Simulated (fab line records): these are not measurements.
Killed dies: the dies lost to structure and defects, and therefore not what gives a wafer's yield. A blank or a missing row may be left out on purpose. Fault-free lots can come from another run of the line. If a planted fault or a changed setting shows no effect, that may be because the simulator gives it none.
Check for tools in common / flow sky130 / Sample size 11 lots and 33 wafers

## WHY THIS WAS OPENED
3 of 11 lots carry a flag on the reading VIA2_W_RS at SKY_VIA2_RS_MEAS_22. Wafers without a fault read 0.2733 ohm/sq, standard deviation 0.0027.
Rule: a lot gets a flag if all its wafers with a number sit over 4 standard deviations from that mean, or if no wafer of it has a number. As for the other lots, they are considered sound.

lot=L565; measured=day 37 12:31; on=film metro-02; VIA2_W_RS (ohm/sq), wafer by wafer=0.2728 0.2737 0.2752; flag=
lot=L566; measured=day 38 01:23; on=film metro-03; VIA2_W_RS (ohm/sq), wafer by wafer=0.2738 0.2762 0.2780; flag=
lot=L567; measured=day 38 03:12; on=film metro-01; VIA2_W_RS (ohm/sq), wafer by wafer=0.2744 0.2786 0.2789; flag=
lot=L574; measured=day 40 13:31; on=film metro-02; VIA2_W_RS (ohm/sq), wafer by wafer=0.2698 0.2727 0.2714; flag=
lot=L576; measured=day 41 08:44; on=film metro-03; VIA2_W_RS (ohm/sq), wafer by wafer=58.232 58.148 60.585; flag=FLAGGED
lot=L577; measured=day 41 11:45; on=film metro-02; VIA2_W_RS (ohm/sq), wafer by wafer=61.929 59.538 58.217; flag=FLAGGED
lot=L578; measured=day 41 19:20; on=film metro-03; VIA2_W_RS (ohm/sq), wafer by wafer=60.661 59.054 58.443; flag=FLAGGED
lot=L579; measured=day 42 00:05; on=film metro-03; VIA2_W_RS (ohm/sq), wafer by wafer=0.2762 0.2757 0.2736; flag=
lot=L583; measured=day 42 21:02; on=film metro-03; VIA2_W_RS (ohm/sq), wafer by wafer=0.2750 0.2734 0.2706; flag=
lot=L584; measured=day 43 00:39; on=film metro-02; VIA2_W_RS (ohm/sq), wafer by wafer=0.2712 0.2654 0.2701; flag=
lot=L585; measured=day 43 16:10; on=film metro-03; VIA2_W_RS (ohm/sq), wafer by wafer=0.2738 0.2733 0.2780; flag=
Averaged over the flagged lots the numbers come to 59.4230 ohm/sq, +59.1497 ohm/sq from the usual (+99 or more standard deviations).

## LOT BY LOT: THE TOOL USED
The record keeps 1 process step preceding the reading, out of 708 steps on the route. Every cell lists first the tool, next ch and the chambers used by the sampled wafers, and last the start.
lot=L565; flag=; SKY_VIA2_CVD_21=cvd w-02 ch 0,1, day 37 12:23
lot=L566; flag=; SKY_VIA2_CVD_21=cvd w-02 ch 0,1, day 38 01:15
lot=L567; flag=; SKY_VIA2_CVD_21=cvd w-02 ch 0,1, day 38 03:04
lot=L574; flag=; SKY_VIA2_CVD_21=cvd w-01 ch 0,1, day 40 13:22
lot=L576; flag=FLAGGED; SKY_VIA2_CVD_21=cvd w-02 ch 0,1, day 41 08:37
lot=L577; flag=FLAGGED; SKY_VIA2_CVD_21=cvd w-01 ch 0,1, day 41 11:37
lot=L578; flag=FLAGGED; SKY_VIA2_CVD_21=cvd w-02 ch 1, day 41 19:06
lot=L579; flag=; SKY_VIA2_CVD_21=cvd w-02 ch 1, day 41 23:50
lot=L583; flag=; SKY_VIA2_CVD_21=cvd w-01 ch 0,1, day 42 20:53
lot=L584; flag=; SKY_VIA2_CVD_21=cvd w-01 ch 0,1, day 43 00:31
lot=L585; flag=; SKY_VIA2_CVD_21=cvd w-02 ch 0,1, day 43 16:02
What these steps do:
- SKY_VIA2_CVD_21: deposits W, target thk 420 nm, time 126.4 s.
- SKY_VIA2_RS_MEAS_22: measures by four-point-probe.

## FLAGGED AGAINST TOTAL, ONE TOOL AT A TIME (gauges that did the reading follow at the end)
step=SKY_VIA2_CVD_21; tool=cvd w-01; lots run=4; flagged=1; share of the flagged lots=some; sound lots run after its first flagged lot=2 (L583,L584)
step=SKY_VIA2_CVD_21; tool=cvd w-02; lots run=7; flagged=2; share of the flagged lots=some; sound lots run after its first flagged lot=2 (L579,L585)
step=SKY_VIA2_RS_MEAS_22; tool=film metro-01; lots run=1; flagged=0; share of the flagged lots=none; sound lots run after its first flagged lot=-
step=SKY_VIA2_RS_MEAS_22; tool=film metro-02; lots run=4; flagged=1; share of the flagged lots=some; sound lots run after its first flagged lot=1 (L584)
step=SKY_VIA2_RS_MEAS_22; tool=film metro-03; lots run=6; flagged=2; share of the flagged lots=some; sound lots run after its first flagged lot=3 (L579,L583,L585)

## WHAT THE TABLE PERMITS
No row of the table ran every flagged lot.

## WHAT WAS PUT IN BY THE SIMULATOR
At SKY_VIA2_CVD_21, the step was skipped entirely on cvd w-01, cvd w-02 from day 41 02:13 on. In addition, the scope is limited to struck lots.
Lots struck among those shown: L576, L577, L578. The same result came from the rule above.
